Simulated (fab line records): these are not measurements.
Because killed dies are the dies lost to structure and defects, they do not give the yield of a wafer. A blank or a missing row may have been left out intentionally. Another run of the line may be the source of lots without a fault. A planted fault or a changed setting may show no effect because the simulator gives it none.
Chamber matching -- flow sky130 -- SKY_CAPM_CVD_00 on pecvd-01 has 3 sister chambers
The step deposits SiO2, target thk 15.5 nm. 16 wafers are shown with their chamber, then 8 later ones without.

WAFERS, EACH WITH ITS CHAMBER
wafer,chamber,heater-power-w (W)
L077.1,0,866
L077.2,1,823
L077.4,0,851
L081.1,2,801
L081.3,1,726
L081.6,0,835
L083.1,0,870
L083.5,1,846
L083.6,2,689
L089.2,2,718
L089.3,0,713
L089.6,1,849
L090.2,0,857
L090.3,2,791
L090.5,1,813
L094.3,2,719

SIGNATURES (means of the wafers above)
reading,chamber 0,chamber 1,chamber 2,scatter within a chamber
heater-power-w,832.00,811.40,743.60,53.8
Rule: a wafer lies at a distance from a chamber equal to the root of the sum of squares, over the readings, of (its reading less the chamber's mean, divided by the reading's scatter). If the next closest chamber is less than 2 further off than the closest, the wafer can't be placed; otherwise it belongs to the closest. How the scatter is found: for the shown wafers, subtract from each reading the mean of its chamber, square and add these, divide the total by (wafers less chambers), then take the root.

WAFERS WITHOUT THEIR CHAMBER
wafer,heater-power-w (W)
L094.4,723
L094.6,719
L095.2,718
L095.3,742
L095.5,752
L096.3,782
L096.5,836
L096.6,789

EACH ONE'S CHAMBER
wafer,from the rows above,in truth
L094.4,can't be placed: 2 or 1 or 0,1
L094.6,can't be placed: 2 or 1 or 0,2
L095.2,can't be placed: 2 or 1 or 0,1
L095.3,can't be placed: 2 or 1 or 0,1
L095.5,can't be placed: 2 or 1 or 0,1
L096.3,can't be placed: 1 or 2 or 0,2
L096.5,can't be placed: 0 or 1 or 2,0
L096.6,can't be placed: 1 or 0 or 2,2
Correctly placed: 0 of 8. Can't be placed from these rows: 8 (the true chamber is among the candidates in 8). Number placed wrongly: 0.
